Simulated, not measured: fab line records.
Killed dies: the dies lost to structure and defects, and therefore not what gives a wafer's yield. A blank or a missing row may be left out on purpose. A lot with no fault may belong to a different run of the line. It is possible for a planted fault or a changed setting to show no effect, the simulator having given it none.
fab line records	flow sky130
[record] lots = 14	wafers = 42	last_day = 50
route steps=708 shown LDD_LDN@299
lots that met no fault: taken from a fault-free run of the same line
start_h: hours from the record's opening day to when the first of the lot's shown wafers began	wait_h: how many hours have passed since the lot's step before this one	" same as the row above	L1.1+2: several wafers, shown together as one row	- value missing, or start not given	* or withheld: withheld	< > ~ a bound
route shown NAME@n: a module of which the file shows steps, and the number in the route of the first	usual: the fault-free wafers' mean and standard deviation	same: alike in all rows	chamber/n: place in a boat	sites: per-site readings	_std_site: the values' standard deviation	_edge_site: the outer-site mean with the inner-site mean subtracted	radius_mm: how far each site lies from the wafer's centre	mask NAME#n: copy n	behind: tool/chamber where the wafer was last shaped	hold: what put the lot on hold/how long, in hours/how the hold closed	device: the n, p or np transistor that did not switch	end of line: the tests these same wafers got at the end of their route	where a step has no rows: the recipe by itself	killed: dies that structure and defects cost at the first sort, which is not the same as the wafer's yield	map: the dies of a wafer, with x for killed, . for not killed, _ for no die there
set.NAME: the run value of the setting; set.NAME@STEP: its run value at that earlier step	model.NAME: the simulator's own value behind a step, which no gauge read
a sample of lots followed through the steps of the route, with each step as a table and each wafer as a row
services: the hour from which a tool's chamber was out of use, counted from the record's first day as start_h (under 0 if before that day), plus the number of hours and why
[[steps]]
[step SKY_LDD_LDN_IMPLANT_10]
[recipe] species = As	energy_kev = 15	dose_cm2 = 1.25e+13	tilt_deg = withheld	rotation_deg = 203
[usual] beam_energy_keV = 15.000/0.0046	faraday_current_uA = 70.4/1.4	rotation_deg = 202.99/0.047
lot.wafer	tool	chamber	start_h	wait_h	beam_energy_keV	faraday_current_uA	rotation_deg
L329.2	implanter-04	0	533.03	0.1	15.006	69.3	202.97
L329.5	"	0	"	"	14.999	69.8	203.10
L329.6	"	0	"	"	15.000	73.5	202.90
L330.1	implanter-04	0	546.59	0.1	14.993	69.3	202.96
L330.2	"	0	"	"	15.004	70.7	203.12
L330.5	"	0	"	"	15.004	69.2	203.04
L332.1	implanter-03	0	562.94	0.1	15.001	72.2	202.98
L332.5	"	0	"	"	14.998	70.5	202.97
L332.6	"	0	"	"	14.997	70.6	203.03
L333.1	implanter-01	0	576.45	0.1	14.995	69.5	203.00
L333.4	"	0	"	"	15.005	69.4	202.99
L333.6	"	0	"	"	15.002	72.4	203.06
L334.1	implanter-03	0	577.24	0.1	14.998	69.1	202.91
L334.2	"	0	"	"	15.009	69.9	202.98
L334.3	"	0	"	"	15.000	67.3	203.02
L337.1	implanter-04	0	600.14	0.1	15.005	70.3	202.94
L337.3	"	0	"	"	15.005	69.1	202.91
L337.6	"	0	"	"	15.002	74.0	202.93
L336.1	implanter-01	0	600.50	0.1	15.005	71.0	202.96
L336.4	"	0	"	"	15.002	69.5	202.94
L336.5	"	0	"	"	14.999	71.8	203.03
L340.2	implanter-01	0	635.80	0.1	15.381	70.7	202.91
L340.3	"	0	"	"	15.389	69.6	202.98
L340.4	"	0	"	"	15.381	70.4	202.99
L342.3	implanter-01	0	640.59	0.1	15.384	72.2	202.99
L342.4	"	0	"	"	15.391	69.1	203.06
L342.6	"	0	"	"	15.382	70.4	203.05
L346.2	implanter-03	0	674.08	0.1	14.999	69.7	203.00
L346.5	"	0	"	"	15.005	73.4	202.94
L346.6	"	0	"	"	15.002	70.0	202.99
L348.1	implanter-04	0	678.49	0.1	14.996	70.0	203.09
L348.3	"	0	"	"	14.994	68.3	203.02
L348.6	"	0	"	"	14.997	70.8	202.99
L349.2	implanter-04	0	695.22	0.1	15.000	70.5	202.93
L349.3	"	0	"	"	15.003	68.2	202.96
L349.4	"	0	"	"	15.005	70.8	202.98
L350.1	implanter-03	0	696.78	0.1	15.004	70.2	203.09
L350.3	"	0	"	"	15.001	71.1	203.00
L350.6	"	0	"	"	15.001	71.9	202.92
L352.1	implanter-03	0	711.63	0.1	15.001	72.5	203.00
L352.4	"	0	"	"	14.994	71.0	203.03
L352.6	"	0	"	"	15.003	70.9	202.94
[[services]]
tool	chamber	start_h	hours	kind
implanter-03	-	529.42	2.9	pm
implanter-03	-	535.05	3.4	repair
implanter-03	-	565.19	2.7	repair
implanter-01	-	621.24	4.3	pm
implanter-01	-	643.24	0.7	repair
implanter-01	-	671.05	5.3	repair
implanter-01	-	692.96	2.9	repair
implanter-01	-	701.18	3.0	repair
[[key]]
[first_sign] step = SKY_LDD_LDN_IMPLANT_10	reading = beam_energy_keV	direction = up	sigmas = 84	usual = *	struck = *
effect none on later readings
met_at SKY_LDD_LDN_IMPLANT_10
struck_lots L340,L342
tester_left_out L340,L342
onset_between 600.50 635.80
[fault] kind = process_parameter_drift	tool = implanter-01	chamber = -	onset_h = 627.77	steps = SKY_LDD_LDN_IMPLANT_10	channel = energy_kev	offset = *	shape = step	end_h = 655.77	acts_in = *	stated = *
// tester_left_out: of these lots the tester's yield and bins aren't shown, on N5 and GAA mostly nor the transistor test; their killed dies are dies lost to structure and defects alone, not to doping, threshold or leakage, so they don't give the yield
